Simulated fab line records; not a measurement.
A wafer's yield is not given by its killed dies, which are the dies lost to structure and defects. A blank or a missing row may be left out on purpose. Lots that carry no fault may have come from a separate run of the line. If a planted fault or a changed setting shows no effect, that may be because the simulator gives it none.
fab line records | flow sky130
record: lots: 6 | wafers: 18 | last_day: 50
route steps=708 shown POLY_GATE@235 LDD_N@237 LDD_P@255 PAD_OPEN@708
lots that met no fault: from a run of the same line without faults
start_h: start of the lot's first displayed wafer, in hours after the record's first day | wait_h: time in hours since the lot's previous step | " repeats the value in the row above | L1.1+2: a single row standing in for several wafers | - value missing, or start not given | * or withheld: withheld | < > ~ a bound
route shown NAME@n: a module of which the file shows steps, and the number in the route of the first | usual: mean/standard deviation taken from wafers without a fault | same: alike in all rows | chamber/n: place in a boat | sites: each site's reading | _std_site: standard deviation of those values | _edge_site: the outer-site mean with the inner-site mean subtracted | radius_mm: for every site, how far away it sits from the centre of the wafer | mask NAME#n: copy n | behind: tool/chamber where the wafer was last shaped | hold: why the lot went on hold/how many hours it stayed there/how the hold came to an end | device: transistor that didn't switch, given as n, p or np | end of line: tests of these same wafers at the route's end | where a step has no rows: the recipe by itself | killed: dies lost to structure and defects at the first sort, not the wafer's yield | map: a wafer's dies, marking killed ones x, the rest . and places with no die _
set.NAME: the setting that was run; set.NAME@STEP: the one run at that earlier step | model.NAME: the simulator's own value behind a step, which no gauge read
lots at selected steps of the route; one table per step, one row per wafer
services: the hour from which a tool's chamber was out of use, counted from the record's first day as start_h (under 0 if before that day), plus the number of hours and why
== steps ==
step: SKY_POLY_GATE_THK_MEAS_21
recipe: reads: SiO2_of_POLY_GATE_OXIDATION_20
usual: POLY_GATE_OXIDATION_THK: 3.99/0.09
lot.wafer | tool          | chamber | start_h | wait_h | POLY_GATE_OXIDATION_THK[nm]
L372.1    | film_metro-01 | -       | 461.46  | 0.0    | 4.09
L372.3    | "             | -       | "       | "      | 4.05
L372.6    | "             | -       | "       | "      | 4.04
L379.3    | film_metro-01 | -       | 532.01  | 0.0    | 3.97
L379.4    | "             | -       | "       | "      | 4.04
L379.5    | "             | -       | "       | "      | 4.06
L380.1    | film_metro-04 | -       | 534.24  | 0.0    | 4.03
L380.3    | "             | -       | "       | "      | 3.99
L380.6    | "             | -       | "       | "      | 4.02
L382.1    | film_metro-02 | -       | 542.40  | 0.0    | 3.91
L382.2    | "             | -       | "       | "      | 3.95
L382.4    | "             | -       | "       | "      | 4.01
L384.2    | film_metro-04 | -       | 559.64  | 0.0    | 4.11
L384.4    | "             | -       | "       | "      | 4.00
L384.5    | "             | -       | "       | "      | 4.04
L385.1    | film_metro-02 | -       | 571.16  | 0.0    | 3.97
L385.5    | "             | -       | "       | "      | 4.08
L385.6    | "             | -       | "       | "      | 4.06
step: SKY_POLY_GATE_CD_MEAS_22
usual: cd_nm: 150.0/2.2
lot.wafer | tool      | chamber | start_h | wait_h | cd_nm
L372.1    | cd_sem-01 | -       | 461.52  | 0.1    | 151.2
L372.3    | "         | -       | "       | "      | 149.7
L372.6    | "         | -       | "       | "      | 151.5
L379.3    | cd_sem-01 | -       | 532.11  | 0.1    | 149.2
L379.4    | "         | -       | "       | "      | 147.6
L379.5    | "         | -       | "       | "      | 151.5
L380.1    | cd_sem-02 | -       | 534.30  | 0.1    | 153.0
L380.3    | "         | -       | "       | "      | 148.9
L380.6    | "         | -       | "       | "      | 152.1
L382.1    | cd_sem-01 | -       | 542.46  | 0.1    | 149.5
L382.2    | "         | -       | "       | "      | 149.7
L382.4    | "         | -       | "       | "      | 151.4
L384.2    | cd_sem-01 | -       | 559.72  | 0.1    | 146.0
L384.4    | "         | -       | "       | "      | 147.4
L384.5    | "         | -       | "       | "      | 149.2
L385.1    | cd_sem-01 | -       | 571.22  | 0.1    | 150.2
L385.5    | "         | -       | "       | "      | 149.4
L385.6    | "         | -       | "       | "      | 149.7
step: SKY_LDD_N_DEHYDRATE_00
recipe: temp_c: 200 | time_s: 60
step: SKY_LDD_N_HMDS_01
recipe: prime_time_s: 60 | prime_temp_c: 120
step: SKY_LDD_N_COAT_02
recipe: resist: NOVOLAK | spin_rpm: 3000 | resist_thk_nm: 300
step: SKY_LDD_N_SOFTBAKE_03
recipe: temp_c: 90 | time_s: 60 | resist: NOVOLAK
step: SKY_LDD_N_EXPOSE_04
recipe: mask_id: NTM | target_cd_nm: 840 | na: 0.6 | source_shape: conventional | sigma_outer: 0.6 | dose_mj: 110
step: SKY_LDD_N_PEB_05
recipe: temp_c: withheld | time_s: * | resist: NOVOLAK
step: SKY_LDD_N_DEVELOP_06
recipe: develop_time_s: 60 | dev_temp_c: 23
step: SKY_LDD_N_OVL_MEAS_07
usual: LDD_N_OVL: -0.2/1.3
lot.wafer | tool       | chamber | start_h | wait_h | LDD_N_OVL[nm]
L372.1    | overlay-01 | -       | 492.67  | 0.1    | 1.7
L372.3    | "          | -       | "       | "      | 0.8
L372.6    | "          | -       | "       | "      | -1.0
L379.3    | overlay-01 | -       | 562.41  | 0.1    | 1.4
L379.4    | "          | -       | "       | "      | -0.8
L379.5    | "          | -       | "       | "      | 0.7
L380.1    | overlay-02 | -       | 564.07  | 0.1    | -3.5
L380.3    | "          | -       | "       | "      | -2.1
L380.6    | "          | -       | "       | "      | -1.6
L382.1    | overlay-01 | -       | 572.02  | 0.1    | -1.2
L382.2    | "          | -       | "       | "      | -0.1
L382.4    | "          | -       | "       | "      | 1.3
L384.2    | overlay-02 | -       | 588.81  | 0.1    | -2.5
L384.4    | "          | -       | "       | "      | -0.4
L384.5    | "          | -       | "       | "      | 0.3
L385.1    | overlay-02 | -       | 600.60  | 0.1    | -0.2
L385.5    | "          | -       | "       | "      | -0.9
L385.6    | "          | -       | "       | "      | 1.7
step: SKY_LDD_N_IMPLANT_08
recipe: species: As | energy_kev: 20 | dose_cm2: 7.5e+13 | tilt_deg: withheld | rotation_deg: 23
step: SKY_LDD_N_IMPLANT_09
recipe: species: As | energy_kev: 20 | dose_cm2: 7.5e+13 | tilt_deg: withheld | rotation_deg: 113
step: SKY_LDD_N_IMPLANT_10
recipe: species: As | energy_kev: 20 | dose_cm2: 7.5e+13 | tilt_deg: withheld | rotation_deg: 203
usual: beam_on_s: 10.00/0.2 | dose_ions_cm2: 7.5e+13/8.1e+10 | faraday_current_uA: 423/8.6 | rotation_deg: 203.00/0.051
lot.wafer | tool         | chamber | start_h | wait_h | beam_on_s | dose_ions_cm2 | faraday_current_uA | rotation_deg
L372.1    | implanter-01 | 0       | 493.00  | 0.1    | 10.05     | 7.503e+13     | 421                | 202.97
L372.3    | "            | 0       | "       | "      | 9.90      | 7.502e+13     | 428                | 202.99
L372.6    | "            | 0       | "       | "      | 10.17     | 7.487e+13     | 415                | 203.03
L379.3    | implanter-01 | 0       | 562.79  | 0.1    | 10.25     | 7.504e+13     | 412                | 202.97
L379.4    | "            | 0       | "       | "      | 10.26     | 7.498e+13     | 412                | 202.99
L379.5    | "            | 0       | "       | "      | 9.90      | 7.496e+13     | 426                | 203.01
L380.1    | implanter-01 | 0       | 564.40  | 0.1    | 34.46     | 3.4497e+14    | 565                | 203.02
L380.3    | "            | 0       | "       | "      | 34.36     | 3.4505e+14    | 566                | 202.99
L380.6    | "            | 0       | "       | "      | 34.81     | 3.4505e+14    | 562                | 202.93
L382.1    | implanter-01 | 0       | 572.35  | 0.1    | 35.00     | 3.451e+14     | 556                | 203.05
L382.2    | "            | 0       | "       | "      | 34.32     | 3.4508e+14    | 566                | 202.99
L382.4    | "            | 0       | "       | "      | 33.65     | 3.4519e+14    | 580                | 203.01
L384.2    | implanter-03 | 0       | 589.16  | 0.1    | 9.76      | 7.506e+13     | 432                | 202.98
L384.4    | "            | 0       | "       | "      | 10.03     | 7.512e+13     | 420                | 202.99
L384.5    | "            | 0       | "       | "      | 9.90      | 7.488e+13     | 427                | 203.02
L385.1    | implanter-03 | 0       | 600.94  | 0.1    | 10.09     | 7.508e+13     | 419                | 202.99
L385.5    | "            | 0       | "       | "      | 10.10     | 7.507e+13     | 419                | 203.00
L385.6    | "            | 0       | "       | "      | 10.17     | 7.508e+13     | 416                | 203.02
step: SKY_LDD_N_IMPLANT_11
recipe: species: As | energy_kev: 20 | dose_cm2: 7.5e+13 | tilt_deg: withheld | rotation_deg: 293
step: SKY_LDD_N_IMPLANT_12
recipe: species: BF2 | energy_kev: 50 | dose_cm2: 5e+12 | tilt_deg: 30 | rotation_deg: 0
step: SKY_LDD_N_IMPLANT_13
recipe: species: BF2 | energy_kev: 50 | dose_cm2: 5e+12 | tilt_deg: 30 | rotation_deg: 90
step: SKY_LDD_N_IMPLANT_14
recipe: species: BF2 | energy_kev: 50 | dose_cm2: 5e+12 | tilt_deg: 30 | rotation_deg: 180
step: SKY_LDD_N_IMPLANT_15
recipe: species: BF2 | energy_kev: 50 | dose_cm2: 5e+12 | tilt_deg: 30 | rotation_deg: 270
step: SKY_LDD_N_STRIP_16
recipe: chemistry: O2/N2 | power_w: 1400 | pressure_mtorr: 1500 | platen_temp_c: withheld | o2_flow_sccm: 3000 | n2_flow_sccm: 300 | overash_fraction: 0.5
usual: drypump_motor_current_A: 5.4/0.47 | oes_product_au: 0.407/0.0045 | strip_time_to_endpoint_s: 4.319/0.014
lot.wafer | tool            | chamber | start_h | wait_h | drypump_motor_current_A | oes_product_au | rf_hours_counter_h | strip_time_to_endpoint_s
L372.1    | plasma_asher-02 | 1       | 493.90  | 0.1    | 5.5                     | 0.409          | 6                  | 4.329
L372.3    | "               | 1       | "       | "      | 5.5                     | 0.410          | -                  | 4.333
L372.6    | "               | 1       | "       | "      | 5.6                     | 0.409          | -                  | 4.331
L379.3    | plasma_asher-03 | 1       | 563.67  | 0.1    | 5.9                     | 0.411          | -                  | 4.292
L379.4    | "               | 0       | "       | "      | 6.0                     | 0.405          | -                  | 4.327
L379.5    | "               | 1       | "       | "      | 5.9                     | 0.414          | -                  | 4.330
L380.1    | plasma_asher-02 | 0       | 565.30  | 0.1    | 4.9                     | 0.398          | 13                 | 5.005
L380.3    | "               | 0       | "       | "      | 4.9                     | 0.402          | -                  | 5.000
L380.6    | "               | 0       | "       | "      | 5.0                     | 0.416          | -                  | 4.997
L382.1    | plasma_asher-02 | 1       | 573.25  | 0.1    | 5.6                     | 0.401          | 14                 | 5.012
L382.2    | "               | 0       | "       | "      | 4.9                     | 0.412          | 14                 | 5.013
L382.4    | "               | 0       | "       | "      | 4.9                     | 0.409          | -                  | 5.019
L384.2    | plasma_asher-01 | 1       | 590.04  | 0.1    | 6.1                     | 0.405          | 79                 | 4.321
L384.4    | "               | 0       | "       | "      | 4.9                     | 0.413          | -                  | 4.323
L384.5    | "               | 0       | "       | "      | 4.9                     | 0.407          | -                  | 4.328
L385.1    | plasma_asher-02 | 1       | 601.84  | 0.1    | 5.5                     | 0.404          | 18                 | 4.340
L385.5    | "               | 0       | "       | "      | 4.9                     | 0.405          | -                  | 4.352
L385.6    | "               | 1       | "       | "      | 5.5                     | 0.411          | -                  | 4.320
step: SKY_LDD_N_TW_MEAS_17
usual: LDD_N_TW: 2585/29
lot.wafer | tool          | chamber | start_h | wait_h | LDD_N_TW
L372.1    | film_metro-03 | -       | 494.00  | 0.1    | 2580
L372.3    | "             | -       | "       | "      | 2590
L372.6    | "             | -       | "       | "      | 2573
L379.3    | film_metro-03 | -       | 563.76  | 0.1    | 2586
L379.4    | "             | -       | "       | "      | 2579
L379.5    | "             | -       | "       | "      | 2595
L380.1    | film_metro-02 | -       | 565.40  | 0.1    | 2801
L380.3    | "             | -       | "       | "      | 2803
L380.6    | "             | -       | "       | "      | 2806
L382.1    | film_metro-04 | -       | 573.35  | 0.1    | 2903
L382.2    | "             | -       | "       | "      | 2916
L382.4    | "             | -       | "       | "      | 2928
L384.2    | film_metro-04 | -       | 590.15  | 0.1    | 2637
L384.4    | "             | -       | "       | "      | 2613
L384.5    | "             | -       | "       | "      | 2638
L385.1    | film_metro-03 | -       | 601.94  | 0.1    | 2571
L385.5    | "             | -       | "       | "      | 2558
L385.6    | "             | -       | "       | "      | 2564
step: SKY_LDD_P_DEHYDRATE_00
recipe: temp_c: 200 | time_s: 60
step: SKY_PAD_OPEN_PROBE_99
lot.wafer | tool      | chamber | start_h | wait_h | model.etest.tip_n.rs_ohm_sq | model.etest.nfet_01v8.r_on_ohm_um | model.etest.nfet_01v8_swapped.drive_ua_um | model.etest.nfet_01v8_turned.drive_ua_um | model.etest.nfet_01v8_lvt.drive_ua_um | model.etest.nfet_01v8.drive_ua_um | model.etest.sram_nfet_pass.drive_ua_um | model.etest.nfet_01v8_swapped.off_log10_a_um
L372.6    | prober-01 | -       | 1133.94 | 0.2    | 446.4                       | 836.4                             | 501.4                                     | 501                                      | 577.2                                 | 502.3                             | 509.8                                  | -13.29
L379.3    | prober-02 | -       | 1186.47 | 0.2    | 436.2                       | 818.6                             | 512.2                                     | 516.7                                    | 585.8                                 | 514.3                             | 496                                    | -13.44
L380.1    | prober-01 | -       | 1187.27 | 0.1    | 316.1                       | 806.3                             | 529                                       | 531.6                                    | 589                                   | 525                               | 520                                    | -13.3
L380.3    | prober-01 | -       | 1187.37 | 0.2    | 314.8                       | 776.8                             | 545.4                                     | 545.5                                    | 612.8                                 | 535.8                             | 524.9                                  | -13.27
L382.1    | prober-01 | -       | 1189.03 | 0.1    | 306.9                       | 782                               | 538.8                                     | 541                                      | 600.1                                 | 531.6                             | 529.9                                  | -13.23
L382.2    | prober-01 | -       | 1189.08 | 0.1    | 308                         | 781.5                             | 546.3                                     | 545.5                                    | 614.1                                 | 535.9                             | 514.2                                  | -13.16
L382.4    | prober-01 | -       | 1189.18 | 0.2    | 307.4                       | 794.7                             | 537.8                                     | 538.6                                    | 606.4                                 | 529.7                             | 513.9                                  | -13.2
L384.2    | prober-01 | -       | 1197.24 | 0.1    | 445.7                       | 830.4                             | 504.7                                     | 507.1                                    | 574.6                                 | 501.3                             | 489.1                                  | -13.29
L384.4    | prober-01 | -       | 1197.34 | 0.2    | 447.8                       | 820.3                             | 502.9                                     | 505.8                                    | 573.3                                 | 501.9                             | 490.8                                  | -13.39
L384.5    | prober-01 | -       | 1197.39 | 0.2    | 445.8                       | 856.9                             | 491                                       | 483.5                                    | 555.5                                 | 493.2                             | 486.3                                  | -13.39
L385.6    | prober-02 | -       | 1204.21 | 0.2    | 448                         | 814.5                             | 515.6                                     | 511.2                                    | 583.3                                 | 514.6                             | 492                                    | -13.37
killed by level:class
L372.6 VIA1:geometric_particle:open=14 CONTACT:geometric_particle:open=11 VIA2:geometric_particle:short=6 METAL2:geometric_particle:short=6 VIA2:geometric_particle:open=6 VIA3:geometric_particle:open=6 FIELD_ISO:geometric_particle:open=5 LOCAL_INTERCONNECT:geometric_particle:short=5
L379.3 LI_CONTACT:geometric_particle:open=9 VIA3:geometric_particle:open=9 CONTACT:geometric_particle:open=8 VIA1:geometric_particle:open=8 LOCAL_INTERCONNECT:geometric_particle:short=5 METAL1:geometric_particle:short=5 VIA1:geometric_particle:short=5 METAL2:geometric_particle:short=5
L382.1 VIA1:geometric_particle:open=11 CONTACT:geometric_particle:open=8 LI_CONTACT:geometric_particle:open=6 VIA1:geometric_particle:short=6 VIA3:geometric_particle:open=6 FIELD_ISO:geometric_particle:short=5 METAL2:geometric_particle:short=5 POLY_GATE:geometric_particle:open=4
L382.2 VIA1:geometric_particle:open=12 CONTACT:geometric_particle:open=7 LI_CONTACT:geometric_particle:open=6 VIA1:geometric_particle:short=6 METAL3:geometric_particle:short=6 FIELD_ISO:geometric_particle:short=5 FIELD_ISO:geometric_particle:open=5 POLY_GATE:geometric_particle:open=5
L382.4 VIA1:geometric_particle:open=11 VIA2:geometric_particle:open=10 METAL2:geometric_particle:short=9 CONTACT:geometric_particle:open=7 METAL1:geometric_particle:short=5 VIA2:geometric_particle:short=5 FIELD_ISO:geometric_particle:short=4 LI_CONTACT:geometric_particle:open=4
L384.2 CONTACT:geometric_particle:open=13 VIA3:geometric_particle:open=11 VIA1:geometric_particle:open=9 METAL2:geometric_particle:short=7 METAL1:geometric_particle:short=7 LI_CONTACT:geometric_particle:open=5 VIA2:geometric_particle:open=5 VIA3:geometric_particle:short=5
L384.4 VIA1:geometric_particle:open=15 CONTACT:geometric_particle:short=9 FIELD_ISO:geometric_particle:short=8 VIA3:geometric_particle:open=8 METAL1:geometric_particle:short=7 VIA2:geometric_particle:open=6 METAL2:geometric_particle:short=5 LI_CONTACT:geometric_particle:open=4
L384.5 CONTACT:geometric_particle:open=13 FIELD_ISO:geometric_particle:open=7 VIA1:geometric_particle:open=7 METAL1:geometric_particle:short=7 LI_CONTACT:geometric_particle:open=7 LOCAL_INTERCONNECT:geometric_particle:short=5 POLY_GATE:geometric_particle:short=4 METAL2:geometric_particle:short=4
L385.6 VIA1:geometric_particle:open=12 CONTACT:geometric_particle:open=11 VIA3:geometric_particle:open=10 LI_CONTACT:geometric_particle:open=8 METAL1:geometric_particle:short=8 VIA1:geometric_particle:short=6 VIA2:geometric_particle:open=5 LI_CONTACT:geometric_particle:short=4
== services ==
tool            | chamber | start_h | hours | kind
plasma_asher-03 | -       | 471.61  | 2.8   | pm
plasma_asher-03 | -       | 477.05  | 4.3   | pm
plasma_asher-02 | -       | 478.98  | 2.8   | pm
implanter-03    | -       | 514.47  | 2.1   | repair
implanter-03    | -       | 516.10  | 4.0   | repair
plasma_asher-02 | -       | 544.48  | 4.2   | repair
implanter-03    | -       | 557.72  | 2.2   | repair
implanter-01    | -       | 573.25  | 3.6   | pm
implanter-03    | -       | 575.96  | 3.6   | repair
== key ==
first_sign: step: SKY_LDD_N_IMPLANT_10 | reading: dose_ions_cm2 | direction: up | sigmas: 99+ | usual: * | struck: *
effect: step: SKY_LDD_N_IMPLANT_10 | reading: beam_on_s | direction: up | sigmas: 99+ | usual: 10.00 | struck: 34.43
effect: step: SKY_LDD_N_STRIP_16 | reading: strip_time_to_endpoint_s | direction: up | sigmas: 49 | usual: * | struck: *
effect: step: SKY_LDD_N_TW_MEAS_17 | reading: LDD_N_TW | direction: up | sigmas: 9.6 | usual: 2585 | struck: 2859
model_effect: step: SKY_PAD_OPEN_PROBE_99 | value: etest.tip_n.rs_ohm_sq | without: 440.7 | struck: 310.6
met_at SKY_LDD_N_IMPLANT_10
struck_wafers L380.1,L380.3,L380.6,L382.1,L382.2,L382.4
sort_left_out L380.1,L380.3,L380.6
tester_left_out L380,L382
onset_between 562.79 564.40
fault: kind: process_parameter_drift | tool: implanter-01 | chamber: - | onset_h: 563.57 | steps: SKY_LDD_N_IMPLANT_10 | channel: dose_cm2 | offset: * | shape: step | end_h: 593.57 | acts_in: * | stated: *
tester_left_out: of these lots the tester's yield and bins aren't shown, on N5 and GAA mostly nor the transistor test; their killed dies are dies lost to structure and defects alone, not to doping, threshold or leakage, so they don't give the yield
sort_left_out: the simulated sort isn't trusted on such a fault, so these wafers' sort isn't shown, and their yield isn't known
